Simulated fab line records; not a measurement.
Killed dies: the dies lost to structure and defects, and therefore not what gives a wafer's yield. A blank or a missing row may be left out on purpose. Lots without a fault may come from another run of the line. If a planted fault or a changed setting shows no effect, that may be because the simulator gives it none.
fab line records ; flow sky130
record: lots: 13; wafers: 39; last-day: 50
route steps=708 shown VIA2@508 PAD_OPEN@708
lots that met no fault: from a run of the same line without faults
start-h: hours from the record's opening day to when the first of the lot's shown wafers began ; wait-h: hours elapsed since this lot's preceding step ; " identical to the entry in the row above ; L1.1+2: several wafers, shown together as one row ; - value missing, or start not given ; * or withheld: withheld ; < > ~ a bound
route shown NAME@n: NAME is a module with steps in the file, n the number in the route of the first one ; usual: average and standard deviation across the fault-free wafers ; same: alike in all rows ; chamber/n: place in a boat ; sites: readings site by site ; _std_site: standard deviation of those values ; _edge_site: outer sites' mean less inner sites' ; radius-mm: how far each site lies from the wafer's centre ; mask NAME#n: copy n ; behind: the most recent tool/chamber to have shaped the wafer ; hold: cause of the lot's hold/its duration in hours/its outcome ; device: the transistor (n, p or np) that didn't switch ; end of line: at the end of the route, the tests of the same wafers ; a step without rows: its recipe alone ; killed: dies that structure and defects cost at the first sort, which is not the same as the wafer's yield ; map: a wafer's dies, x killed, . not, _ none there
set.NAME: the run value of the setting; set.NAME@STEP: its run value at that earlier step ; model.NAME: the simulator's own value behind a step, which no gauge read
steps of the route over a sample of lots; a table a step, a row a wafer
services: from which hour (start-h, from the record's first day; less than 0 if before it) a tool's chamber was out of use, for how many hours, and why
== steps ==
step: SKY_VIA2_THK_MEAS_01
recipe: reads: SiO2_of_VIA2_HDPCVD_00
usual: VIA2_HDPCVD_THK: 1169/14
lot.wafer;tool;chamber;start-h;wait-h;VIA2_HDPCVD_THK[nm]
L430.1;film-metro-02;-;816.62;0.1;1159
L430.5;film-metro-02;-;816.62;0.1;1151
L430.6;film-metro-02;-;816.62;0.1;1156
L432.1;film-metro-03;-;855.97;0.1;1174
L432.4;film-metro-03;-;855.97;0.1;1148
L432.5;film-metro-03;-;855.97;0.1;1152
L433.1;film-metro-03;-;856.45;0.1;1166
L433.2;film-metro-03;-;856.45;0.1;1161
L433.4;film-metro-03;-;856.45;0.1;1164
L439.1;film-metro-03;-;936.37;0.1;1174
L439.4;film-metro-03;-;936.37;0.1;1164
L439.5;film-metro-03;-;936.37;0.1;1163
L441.3;film-metro-02;-;936.69;0.1;1189
L441.4;film-metro-02;-;936.69;0.1;1155
L441.6;film-metro-02;-;936.69;0.1;1187
L442.1;film-metro-01;-;940.84;0.1;1173
L442.3;film-metro-01;-;940.84;0.1;1163
L442.4;film-metro-01;-;940.84;0.1;1168
L445.1;film-metro-02;-;944.31;0.1;1150
L445.2;film-metro-02;-;944.31;0.1;1149
L445.5;film-metro-02;-;944.31;0.1;1137
L446.1;film-metro-01;-;945.50;0.1;1171
L446.4;film-metro-01;-;945.50;0.1;1151
L446.5;film-metro-01;-;945.50;0.1;1163
L447.1;film-metro-03;-;945.66;0.1;1164
L447.2;film-metro-03;-;945.66;0.1;1171
L447.4;film-metro-03;-;945.66;0.1;1178
L448.1;film-metro-01;-;946.51;0.1;1183
L448.3;film-metro-01;-;946.51;0.1;1166
L448.4;film-metro-01;-;946.51;0.1;1182
L449.2;film-metro-02;-;955.17;0.1;1172
L449.5;film-metro-02;-;955.17;0.1;1173
L449.6;film-metro-02;-;955.17;0.1;1167
L450.1;film-metro-01;-;958.56;0.1;1161
L450.3;film-metro-01;-;958.56;0.1;1182
L450.6;film-metro-01;-;958.56;0.1;1168
L453.3;film-metro-01;-;984.67;0.1;1192
L453.4;film-metro-01;-;984.67;0.1;1160
L453.6;film-metro-01;-;984.67;0.1;1189
step: SKY_VIA2_CMP_02
recipe: material: SiO2; down-force-psi: 4; platen-rpm: 60; pad-velocity-m-s: 0.94248
usual: edge-zone-pressure-frac: 1.000/0.0049; motor-current-A: 11.9/1.2
lot.wafer;tool;chamber;start-h;wait-h;edge-zone-pressure-frac;motor-current-A
L430.1;cmp-02;0;816.78;0.1;0.996;10.8
L430.5;cmp-02;2;816.78;0.1;0.994;12.6
L430.6;cmp-02;3;816.78;0.1;0.994;12.7
L432.1;cmp-01;0;856.03;0.1;0.996;13.6
L432.4;cmp-01;1;856.03;0.1;1.002;10.3
L432.5;cmp-01;0;856.03;0.1;1.003;13.0
L433.1;cmp-01;1;856.51;0.1;0.997;10.1
L433.4;cmp-01;3;856.51;0.1;1.002;11.2
L433.2;cmp-01;0;856.51;0.1;1.000;13.0
L439.4;cmp-02;0;936.57;0.2;0.997;10.8
L439.1;cmp-02;2;936.57;0.2;0.998;11.6
L439.5;cmp-02;0;936.57;0.2;0.996;10.8
L441.3;cmp-02;1;936.87;0.2;1.004;11.2
L441.4;cmp-02;3;936.87;0.2;0.994;12.7
L441.6;cmp-02;1;936.87;0.2;0.997;11.1
L442.4;cmp-02;0;940.95;0.1;0.998;10.3
L442.1;cmp-02;1;940.95;0.1;0.993;11.4
L442.3;cmp-02;2;940.95;0.1;1.005;11.3
L445.1;cmp-01;3;944.37;0.1;1.004;11.8
L445.2;cmp-01;0;944.37;0.1;0.994;13.4
L445.5;cmp-01;3;944.37;0.1;0.999;11.5
L446.1;cmp-01;2;945.56;0.1;0.995;14.9
L446.4;cmp-01;0;945.56;0.1;1.005;14.0
L446.5;cmp-01;3;945.56;0.1;1.007;12.2
L447.1;cmp-02;3;945.72;0.1;1.001;12.4
L447.4;cmp-02;0;945.72;0.1;1.001;10.6
L447.2;cmp-02;1;945.72;0.1;1.000;11.4
L448.4;cmp-02;2;946.57;0.0;1.000;11.9
L448.3;cmp-02;3;946.57;0.0;1.000;12.8
L448.1;cmp-02;1;946.57;0.0;1.001;11.7
L449.2;cmp-02;3;955.32;0.1;1.004;13.0
L449.6;cmp-02;1;955.32;0.1;0.997;11.2
L449.5;cmp-02;2;955.32;0.1;0.997;11.1
L450.1;cmp-02;3;958.62;0.1;1.006;12.3
L450.3;cmp-02;1;958.62;0.1;1.007;10.6
L450.6;cmp-02;3;958.62;0.1;0.999;13.0
L453.4;cmp-02;0;984.76;0.1;0.996;10.4
L453.3;cmp-02;2;984.76;0.1;1.001;11.7
L453.6;cmp-02;3;984.76;0.1;0.997;12.0
step: SKY_VIA2_DEVELOP_11
recipe: develop-time-s: 60; resist: KrF-thick; dev-temp-c: 21
usual: developer-temp-C: 21.03/0.11
lot.wafer;tool;chamber;start-h;wait-h;developer-temp-C
L430.1;litho-track-03;0;841;-;21.08
L430.5;litho-track-03;0;842;-;20.91
L430.6;litho-track-03;0;842;-;21.00
L432.1;litho-track-01;0;882;-;20.98
L432.4;litho-track-01;0;882;-;20.96
L432.5;litho-track-01;0;882;-;20.94
L433.1;litho-track-02;0;882;-;21.03
L433.2;litho-track-02;0;882;-;20.98
L433.4;litho-track-02;0;882;-;21.18
L439.1;litho-track-01;0;961;-;21.84
L439.4;litho-track-01;0;961;-;21.73
L439.5;litho-track-01;0;961;-;21.68
L441.3;litho-track-01;0;961;-;21.59
L441.4;litho-track-01;0;961;-;21.66
L441.6;litho-track-01;0;961;-;21.55
L442.1;litho-track-02;0;966;-;20.97
L442.3;litho-track-02;0;966;-;21.05
L442.4;litho-track-02;0;966;-;20.99
L445.1;litho-track-02;0;969;-;20.90
L445.2;litho-track-02;0;969;-;20.99
L445.5;litho-track-02;0;969;-;21.09
L446.1;litho-track-02;0;970;-;21.12
L446.4;litho-track-02;0;970;-;21.00
L446.5;litho-track-02;0;970;-;21.25
L447.1;litho-track-02;0;970;-;21.28
L447.2;litho-track-02;0;970;-;21.11
L447.4;litho-track-02;0;970;-;21.10
L448.1;litho-track-02;0;971;-;21.02
L448.3;litho-track-02;0;971;-;20.93
L448.4;litho-track-02;0;971;-;21.03
L449.2;litho-track-02;0;978;-;21.12
L449.5;litho-track-02;0;979;-;20.96
L449.6;litho-track-02;0;979;-;20.96
L450.1;litho-track-03;0;981;-;21.05
L450.3;litho-track-03;0;981;-;21.22
L450.6;litho-track-03;0;981;-;21.18
L453.3;litho-track-03;0;1007;-;20.79
L453.4;litho-track-03;0;1007;-;20.86
L453.6;litho-track-03;0;1007;-;21.08
step: SKY_VIA2_OVL_MEAS_13
usual: VIA2_OVL: -2/6
lot.wafer;tool;chamber;start-h;wait-h;VIA2_OVL[nm]
L430.1;overlay-02;-;842.22;0.1;-6
L430.5;overlay-02;-;842.22;0.1;-2
L430.6;overlay-02;-;842.22;0.1;1
L432.1;overlay-01;-;882.48;0.1;6
L432.4;overlay-01;-;882.48;0.1;-3
L432.5;overlay-01;-;882.48;0.1;0
L433.1;overlay-01;-;883.16;0.1;-4
L433.2;overlay-01;-;883.16;0.1;-4
L433.4;overlay-01;-;883.16;0.1;-3
L439.1;overlay-02;-;961.73;0.1;-7
L439.4;overlay-02;-;961.73;0.1;-10
L439.5;overlay-02;-;961.73;0.1;-7
L441.3;overlay-02;-;962.19;0.1;-1
L441.4;overlay-02;-;962.19;0.1;5
L441.6;overlay-02;-;962.19;0.1;-3
L442.1;overlay-01;-;966.41;0.1;7
L442.3;overlay-01;-;966.41;0.1;1
L442.4;overlay-01;-;966.41;0.1;5
L445.1;overlay-01;-;970.04;0.1;1
L445.2;overlay-01;-;970.04;0.1;10
L445.5;overlay-01;-;970.04;0.1;4
L446.1;overlay-01;-;970.36;0.1;-12
L446.4;overlay-01;-;970.36;0.1;-9
L446.5;overlay-01;-;970.36;0.1;-17
L447.1;overlay-01;-;970.71;0.1;-2
L447.2;overlay-01;-;970.71;0.1;3
L447.4;overlay-01;-;970.71;0.1;-2
L448.1;overlay-01;-;972.01;0.1;-1
L448.3;overlay-01;-;972.01;0.1;6
L448.4;overlay-01;-;972.01;0.1;2
L449.2;overlay-01;-;979.22;0.1;-10
L449.5;overlay-01;-;979.22;0.1;-8
L449.6;overlay-01;-;979.22;0.1;-9
L450.1;overlay-02;-;982.13;0.1;-2
L450.3;overlay-02;-;982.13;0.1;-1
L450.6;overlay-02;-;982.13;0.1;-2
L453.3;overlay-01;-;1007.79;0.1;-4
L453.4;overlay-01;-;1007.79;0.1;2
L453.6;overlay-01;-;1007.79;0.1;0
step: SKY_PAD_OPEN_PROBE_99
usual: defect-limited-yield: 82.8/2; killed_at_M0_to_M3: 42/7.3; killed_at_M4_up: 3.4/2; killed-at-contacts: 24/5.8; killed-at-front-end: 15/4.6; killed-at-other: 0.3/0.62; killed-dies: 84/9.8; killed-open: 47/6.9; killed-short: 38/6.3; sort_bin_3_pad_short: 0.8/0.38; sort_bin_5_function: 10.2/1.5; sort_bin_6_memory: 6.2/1.1; sort-n-pass: 408/9.8; sort-yield-pct: 82.8/2
same: gross-dies: 492; killed-at-back-side: 0; sort_bin_4_leakage[%]: 0; sort_bin_8_speed[%]: 0
lot.wafer;tool;chamber;start-h;wait-h;defect-limited-yield[%];killed_at_M0_to_M3;killed_at_M4_up;killed-at-contacts;killed-at-front-end;killed-at-other;killed-dies;killed-open;killed-short;sort_bin_3_pad_short[%];sort_bin_5_function[%];sort_bin_6_memory[%];sort-n-pass;sort-yield-pct[%]
L430.1;prober-01;-;1067.76;0.1;84.6;34;2;19;21;0;76;39;37;0.4;9.6;5.5;416;84.6
L430.5;prober-01;-;1067.96;0.2;78.9;51;4;33;16;0;104;48;56;1.6;13.6;5.9;388;78.9
L430.6;prober-01;-;1068.01;0.2;86.6;34;3;15;14;0;66;32;34;0.4;7.9;5.1;426;86.6
L432.1;prober-02;-;1098.91;0.1;83.5;42;0;22;17;0;81;43;38;0.6;11.0;4.9;411;83.5
L432.4;prober-02;-;1099.06;0.2;81.9;43;2;30;13;1;89;52;37;1.2;8.9;7.9;403;81.9
L432.5;prober-02;-;1099.11;0.2;83.1;44;3;20;16;0;83;48;35;0.8;10.2;5.9;409;83.1
L433.1;prober-01;-;1102.26;0.1;78.7;56;3;29;17;0;105;59;46;1.0;14.4;5.9;387;78.7
L433.2;prober-01;-;1102.31;0.1;82.3;46;7;25;9;0;87;53;34;1.4;10.8;5.5;405;82.3
L433.4;prober-01;-;1102.41;0.2;85.6;33;1;22;15;0;71;34;37;0.4;8.5;5.5;421;85.6
L439.1;prober-01;-;1167.37;0.1;82.5;40;4;25;17;0;86;39;47;1.2;10.0;6.3;406;82.5
L439.4;prober-01;-;1167.52;0.2;84.6;28;6;22;19;1;76;41;35;0.4;9.6;5.5;416;84.6
L439.5;prober-01;-;1167.57;0.2;80.7;52;0;25;18;0;95;50;45;1.2;11.6;6.5;397;80.7
L441.3;prober-01;-;1168.97;0.2;83.9;39;0;25;14;1;79;51;28;0.8;8.9;6.3;413;83.9
L441.4;prober-01;-;1169.02;0.2;84.1;47;4;13;14;0;78;42;36;0.6;9.3;5.9;414;84.1
L441.6;prober-01;-;1169.12;0.2;81.5;45;4;25;17;0;91;44;47;1.2;12.0;5.3;401;81.5
L442.1;prober-01;-;1170.37;0.1;82.3;40;8;25;13;1;87;47;40;0.6;11.4;5.7;405;82.3
L442.3;prober-01;-;1170.47;0.2;85.0;34;2;25;13;0;74;47;27;0.6;8.7;5.7;418;85.0
L442.4;prober-01;-;1170.52;0.2;84.3;32;2;34;9;0;77;49;28;0.6;10.6;4.5;415;84.3
L446.1;prober-01;-;1172.57;0.1;78.7;60;1;30;14;0;105;55;50;0;12.2;9.1;387;78.7
L446.4;prober-01;-;1172.72;0.2;82.5;36;3;29;18;0;86;48;38;0.6;10.2;6.7;406;82.5
L446.5;prober-01;-;1172.77;0.2;81.7;43;2;27;17;1;90;46;44;0.8;10.6;6.9;402;81.7
L447.1;prober-01;-;1175.57;0.1;78.9;54;4;28;18;0;104;57;47;1.6;13.0;6.5;388;78.9
L447.2;prober-01;-;1175.62;0.1;80.5;44;4;29;19;0;96;52;44;1.6;11.6;6.3;396;80.5
L447.4;prober-01;-;1175.72;0.2;82.5;39;1;26;20;0;86;47;39;0;11.0;6.5;406;82.5
L445.1;prober-02;-;1175.91;0.1;84.8;34;6;25;9;1;75;47;27;0.6;10.8;3.9;417;84.8
L445.2;prober-02;-;1175.96;0.1;83.9;36;4;23;16;0;79;50;29;0.2;8.5;7.3;413;83.9
L445.5;prober-02;-;1176.11;0.2;83.5;41;5;27;8;0;81;41;40;1.2;10.4;4.9;411;83.5
L448.1;prober-01;-;1177.07;0.1;79.5;49;6;35;11;0;101;59;42;1.0;10.4;9.1;391;79.5
L448.3;prober-01;-;1177.17;0.2;82.7;50;2;19;14;0;85;42;43;0.4;10.6;6.3;407;82.7
L448.4;prober-01;-;1177.22;0.2;80.5;44;2;25;25;0;96;59;37;0.6;12.2;6.7;396;80.5
L449.2;prober-02;-;1180.48;0.1;82.3;45;6;19;17;0;87;52;35;0.8;11.0;5.9;405;82.3
L449.5;prober-02;-;1180.63;0.2;82.7;54;6;23;2;0;85;47;38;0.6;11.6;5.1;407;82.7
L449.6;prober-02;-;1180.68;0.2;85.4;26;4;28;14;0;72;39;33;1.6;8.3;4.7;420;85.4
L450.1;prober-01;-;1181.82;0.1;85.8;27;5;28;10;0;70;34;36;0.6;7.5;6.1;422;85.8
L450.3;prober-01;-;1181.92;0.2;84.1;43;0;23;12;0;78;40;38;1.0;8.5;6.3;414;84.1
L450.6;prober-01;-;1182.07;0.2;81.7;43;4;30;13;0;90;56;34;0.6;10.6;7.1;402;81.7
L453.3;prober-02;-;1199.36;0.2;81.5;38;3;33;17;0;91;47;44;1.2;11.6;5.7;401;81.5
L453.4;prober-02;-;1199.41;0.2;83.5;42;4;24;11;0;81;42;39;0.4;9.1;6.9;411;83.5
L453.6;prober-02;-;1199.51;0.2;84.1;37;2;28;11;0;78;45;33;0.4;10.4;5.1;414;84.1
killed by level:class
L430.1 FIELD_ISO:geometric-particle:short=9 FIELD_ISO:geometric-particle:open=7 METAL1:geometric-particle:short=7 VIA1:geometric-particle:open=7 LI_CONTACT:geometric-particle:short=5 CONTACT:geometric-particle:open=5 VIA2:geometric-particle:open=5 LI_CONTACT:geometric-particle:open=4
L430.5 VIA3:geometric-particle:open=10 METAL1:geometric-particle:short=10 CONTACT:geometric-particle:open=9 VIA1:geometric-particle:open=8 METAL2:geometric-particle:short=8 LI_CONTACT:geometric-particle:open=7 LI_CONTACT:geometric-particle:short=7 POLY_GATE:geometric-particle:short=6
L430.6 VIA1:geometric-particle:open=7 POLY_GATE:geometric-particle:short=5 VIA2:geometric-particle:open=5 METAL2:geometric-particle:short=5 FIELD_ISO:geometric-particle:open=4 LOCAL_INTERCONNECT:geometric-particle:short=4 LI_CONTACT:geometric-particle:short=3 LI_CONTACT:geometric-particle:open=3
L432.1 VIA1:geometric-particle:open=10 METAL2:geometric-particle:short=9 CONTACT:geometric-particle:open=8 METAL1:geometric-particle:short=8 FIELD_ISO:geometric-particle:open=6 LI_CONTACT:geometric-particle:open=6 VIA3:geometric-particle:short=4 FIELD_ISO:geometric-particle:short=3
L432.4 CONTACT:geometric-particle:open=13 VIA1:geometric-particle:open=12 METAL2:geometric-particle:short=8 CONTACT:geometric-particle:short=7 VIA2:geometric-particle:open=6 LI_CONTACT:geometric-particle:open=5 POLY_GATE:geometric-particle:open=4 METAL1:geometric-particle:short=4
L432.5 LI_CONTACT:geometric-particle:open=10 FIELD_ISO:geometric-particle:open=9 VIA1:geometric-particle:open=9 CONTACT:geometric-particle:open=6 VIA2:geometric-particle:open=6 METAL1:geometric-particle:short=6 METAL2:geometric-particle:short=6 VIA2:geometric-particle:short=4
L433.1 CONTACT:geometric-particle:open=15 METAL1:geometric-particle:short=11 VIA1:geometric-particle:open=11 VIA2:geometric-particle:open=9 LI_CONTACT:geometric-particle:open=7 FIELD_ISO:geometric-particle:short=6 METAL2:geometric-particle:short=6 VIA3:geometric-particle:open=5
L433.2 VIA1:geometric-particle:open=13 CONTACT:geometric-particle:open=12 VIA3:geometric-particle:open=8 LI_CONTACT:geometric-particle:open=7 METAL4:geometric-particle:short=6 METAL1:geometric-particle:short=5 METAL3:geometric-particle:short=5 VIA2:geometric-particle:open=4
L433.4 CONTACT:geometric-particle:open=10 METAL1:geometric-particle:short=8 FIELD_ISO:geometric-particle:short=6 VIA1:geometric-particle:open=6 POLY_GATE:geometric-particle:short=4 LI_CONTACT:geometric-particle:open=4 VIA3:geometric-particle:open=4 LOCAL_INTERCONNECT:geometric-particle:short=3
L439.1 CONTACT:geometric-particle:open=10 METAL2:geometric-particle:short=9 POLY_GATE:geometric-particle:open=7 VIA1:geometric-particle:open=7 METAL1:geometric-particle:short=6 LOCAL_INTERCONNECT:geometric-particle:short=5 CONTACT:geometric-particle:short=5 VIA1:geometric-particle:short=5
L439.4 CONTACT:geometric-particle:short=8 FIELD_ISO:geometric-particle:open=7 LI_CONTACT:geometric-particle:open=7 CONTACT:geometric-particle:open=7 POLY_GATE:geometric-particle:open=5 METAL4:geometric-particle:short=5 FIELD_ISO:geometric-particle:short=4 METAL1:geometric-particle:short=4
L439.5 VIA1:geometric-particle:open=15 POLY_GATE:geometric-particle:open=8 CONTACT:geometric-particle:open=8 VIA2:geometric-particle:open=6 POLY_GATE:geometric-particle:short=5 LI_CONTACT:geometric-particle:open=5 METAL2:geometric-particle:short=5 LOCAL_INTERCONNECT:geometric-particle:short=5
L441.3 VIA1:geometric-particle:open=15 LI_CONTACT:geometric-particle:open=8 CONTACT:geometric-particle:open=8 FIELD_ISO:geometric-particle:open=7 POLY_GATE:geometric-particle:open=5 LI_CONTACT:geometric-particle:short=4 VIA2:geometric-particle:open=4 VIA1:geometric-particle:short=4
L441.4 VIA1:geometric-particle:open=16 VIA3:geometric-particle:open=5 FIELD_ISO:geometric-particle:open=4 LI_CONTACT:geometric-particle:open=4 LOCAL_INTERCONNECT:geometric-particle:short=4 VIA1:geometric-particle:short=4 VIA2:geometric-particle:short=4 FIELD_ISO:geometric-particle:short=3
L441.6 FIELD_ISO:geometric-particle:open=7 LOCAL_INTERCONNECT:geometric-particle:short=7 METAL1:geometric-particle:short=7 VIA1:geometric-particle:open=7 VIA2:geometric-particle:open=7 CONTACT:geometric-particle:open=6 CONTACT:geometric-particle:short=6 VIA2:geometric-particle:short=6
L442.1 VIA1:geometric-particle:open=11 LOCAL_INTERCONNECT:geometric-particle:short=7 CONTACT:geometric-particle:open=7 CONTACT:geometric-particle:short=6 FIELD_ISO:geometric-particle:open=4 POLY_GATE:geometric-particle:open=4 VIA1:geometric-particle:short=4 VIA2:geometric-particle:open=4
L442.3 VIA2:geometric-particle:open=11 CONTACT:geometric-particle:open=9 VIA1:geometric-particle:open=7 CONTACT:geometric-particle:short=6 LI_CONTACT:geometric-particle:open=5 POLY_GATE:geometric-particle:open=4 VIA3:geometric-particle:open=4 FIELD_ISO:geometric-particle:open=3
L442.4 LI_CONTACT:geometric-particle:open=14 VIA1:geometric-particle:open=14 CONTACT:geometric-particle:short=7 CONTACT:geometric-particle:open=5 METAL3:geometric-particle:short=4 SPACER:geometric-particle:short=3 LI_CONTACT:geometric-particle:short=3 LOCAL_INTERCONNECT:geometric-particle:open=3
L446.1 CONTACT:geometric-particle:open=12 VIA1:geometric-particle:short=9 POLY_GATE:geometric-particle:open=8 CONTACT:geometric-particle:short=8 METAL1:geometric-particle:short=8 VIA1:geometric-particle:open=8 VIA3:geometric-particle:open=8 VIA2:geometric-particle:open=7
L446.4 LI_CONTACT:geometric-particle:open=10 VIA1:geometric-particle:open=10 CONTACT:geometric-particle:open=8 FIELD_ISO:geometric-particle:open=7 CONTACT:geometric-particle:short=7 FIELD_ISO:geometric-particle:short=6 METAL1:geometric-particle:short=6 VIA3:geometric-particle:open=5
L446.5 METAL1:geometric-particle:short=12 CONTACT:geometric-particle:open=9 LI_CONTACT:geometric-particle:open=8 VIA1:geometric-particle:short=6 VIA1:geometric-particle:open=5 FIELD_ISO:geometric-particle:open=4 POLY_GATE:geometric-particle:open=4 LOCAL_INTERCONNECT:geometric-particle:short=4
L447.1 CONTACT:geometric-particle:open=11 LI_CONTACT:geometric-particle:open=10 METAL1:geometric-particle:short=10 VIA1:geometric-particle:open=10 VIA3:geometric-particle:open=9 VIA2:geometric-particle:open=5 METAL2:geometric-particle:short=5 METAL4:geometric-particle:short=4
L447.2 CONTACT:geometric-particle:open=12 VIA3:geometric-particle:open=10 VIA1:geometric-particle:open=9 POLY_GATE:geometric-particle:short=7 CONTACT:geometric-particle:short=6 VIA1:geometric-particle:short=6 METAL2:geometric-particle:short=6 FIELD_ISO:geometric-particle:open=5
L447.4 VIA1:geometric-particle:open=9 CONTACT:geometric-particle:open=8 POLY_GATE:geometric-particle:open=6 METAL2:geometric-particle:short=6 VIA2:geometric-particle:open=6 FIELD_ISO:geometric-particle:open=5 LOCAL_INTERCONNECT:geometric-particle:short=5 CONTACT:geometric-particle:short=4
L445.1 CONTACT:geometric-particle:open=10 LI_CONTACT:geometric-particle:open=8 VIA1:geometric-particle:open=7 VIA3:geometric-particle:open=7 VIA2:geometric-particle:open=6 LOCAL_INTERCONNECT:geometric-particle:short=5 METAL4:geometric-particle:short=5 POLY_GATE:geometric-particle:open=3
L445.2 VIA1:geometric-particle:open=11 CONTACT:geometric-particle:open=9 VIA2:geometric-particle:open=8 FIELD_ISO:geometric-particle:open=6 METAL2:geometric-particle:short=6 LI_CONTACT:geometric-particle:open=5 VIA1:geometric-particle:short=5 POLY_GATE:geometric-particle:open=4
L445.5 CONTACT:geometric-particle:open=11 VIA3:geometric-particle:open=11 LOCAL_INTERCONNECT:geometric-particle:short=8 CONTACT:geometric-particle:short=6 VIA1:geometric-particle:open=6 VIA2:geometric-particle:open=6 FIELD_ISO:geometric-particle:short=4 METAL1:geometric-particle:short=4
L448.1 LI_CONTACT:geometric-particle:open=13 VIA1:geometric-particle:open=13 CONTACT:geometric-particle:open=8 CONTACT:geometric-particle:short=6 VIA2:geometric-particle:open=6 VIA3:geometric-particle:open=6 VIA3:geometric-particle:short=5 LOCAL_INTERCONNECT:geometric-particle:short=4
L448.3 VIA1:geometric-particle:open=12 VIA1:geometric-particle:short=9 VIA3:geometric-particle:open=7 LI_CONTACT:geometric-particle:open=5 VIA2:geometric-particle:open=5 METAL3:geometric-particle:short=5 CONTACT:geometric-particle:short=4 CONTACT:geometric-particle:open=4
L448.4 CONTACT:geometric-particle:open=12 VIA1:geometric-particle:open=11 VIA3:geometric-particle:open=9 FIELD_ISO:geometric-particle:open=8 VIA2:geometric-particle:open=6 FIELD_ISO:geometric-particle:short=6 METAL2:geometric-particle:short=6 POLY_GATE:geometric-particle:open=5
L449.2 VIA1:geometric-particle:open=15 CONTACT:geometric-particle:open=9 METAL1:geometric-particle:short=7 POLY_GATE:geometric-particle:short=6 LI_CONTACT:geometric-particle:open=6 VIA2:geometric-particle:open=6 POLY_GATE:geometric-particle:open=5 VIA1:geometric-particle:short=5
L449.5 VIA1:geometric-particle:short=13 VIA1:geometric-particle:open=12 VIA3:geometric-particle:open=12 LOCAL_INTERCONNECT:geometric-particle:short=9 LI_CONTACT:geometric-particle:open=6 CONTACT:geometric-particle:open=6 VIA2:geometric-particle:open=6 METAL4:geometric-particle:short=4
L449.6 VIA1:geometric-particle:open=8 CONTACT:geometric-particle:open=8 LI_CONTACT:geometric-particle:open=6 LOCAL_INTERCONNECT:geometric-particle:short=6 CONTACT:geometric-particle:short=5 POLY_GATE:geometric-particle:open=4 POLY_GATE:geometric-particle:short=4 VIA3:geometric-particle:open=4
L450.1 LI_CONTACT:geometric-particle:open=13 METAL1:geometric-particle:short=8 CONTACT:geometric-particle:open=6 CONTACT:geometric-particle:short=4 VIA2:geometric-particle:open=4 METAL4:geometric-particle:short=4 POLY_GATE:geometric-particle:short=3 LI_CONTACT:geometric-particle:short=3
L450.3 METAL1:geometric-particle:short=10 VIA1:geometric-particle:short=8 LI_CONTACT:geometric-particle:open=8 VIA3:geometric-particle:open=8 VIA1:geometric-particle:open=6 CONTACT:geometric-particle:open=6 CONTACT:geometric-particle:short=5 POLY_GATE:geometric-particle:open=4
L450.6 VIA1:geometric-particle:open=13 LI_CONTACT:geometric-particle:open=11 CONTACT:geometric-particle:open=11 METAL2:geometric-particle:short=8 VIA3:geometric-particle:open=6 VIA2:geometric-particle:open=5 FIELD_ISO:geometric-particle:short=4 LOCAL_INTERCONNECT:geometric-particle:short=4
L453.3 CONTACT:geometric-particle:open=12 VIA1:geometric-particle:open=9 LI_CONTACT:geometric-particle:open=8 VIA1:geometric-particle:short=6 CONTACT:geometric-particle:short=6 VIA3:geometric-particle:open=6 FIELD_ISO:geometric-particle:short=4 VIA2:geometric-particle:short=4
L453.4 VIA1:geometric-particle:open=11 LI_CONTACT:geometric-particle:open=6 CONTACT:geometric-particle:short=6 VIA3:geometric-particle:open=6 LI_CONTACT:geometric-particle:short=5 VIA2:geometric-particle:open=5 CONTACT:geometric-particle:open=5 METAL1:geometric-particle:short=5
L453.6 CONTACT:geometric-particle:open=11 LI_CONTACT:geometric-particle:open=8 METAL2:geometric-particle:short=7 METAL1:geometric-particle:short=7 VIA2:geometric-particle:open=7 VIA1:geometric-particle:open=6 VIA3:geometric-particle:open=4 POLY_GATE:geometric-particle:short=3
== services ==
tool;chamber;start-h;hours;kind
cmp-01;-;797.86;0.8;repair
cmp-01;-;831.85;10.3;pm
cmp-02;-;847.73;0.8;repair
cmp-01;-;912.01;4.0;pm
cmp-01;-;916.01;-;consumable-replace:conditioner
cmp-01;-;916.01;-;consumable-replace:pad
cmp-01;-;971.82;1.0;repair
cmp-01;-;975.98;3.0;repair
== key ==
first-sign: step: SKY_VIA2_DEVELOP_11; reading: developer-temp-C; direction: up; sigmas: 5.9; usual: *; struck: *
effect none on later readings
met-at SKY_VIA2_DEVELOP_11
struck-lots L439,L441
not-acting-at SKY_VIA2_THK_MEAS_01,SKY_VIA2_CMP_02,SKY_VIA2_OVL_MEAS_13
fault: kind: process-parameter-drift; tool: litho-track-01; chamber: -; onset-h: 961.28; steps: SKY_VIA2_DEVELOP_11; channel: dev-temp-c; offset: *; shape: step; end-h: 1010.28; acts-in: *; stated: *
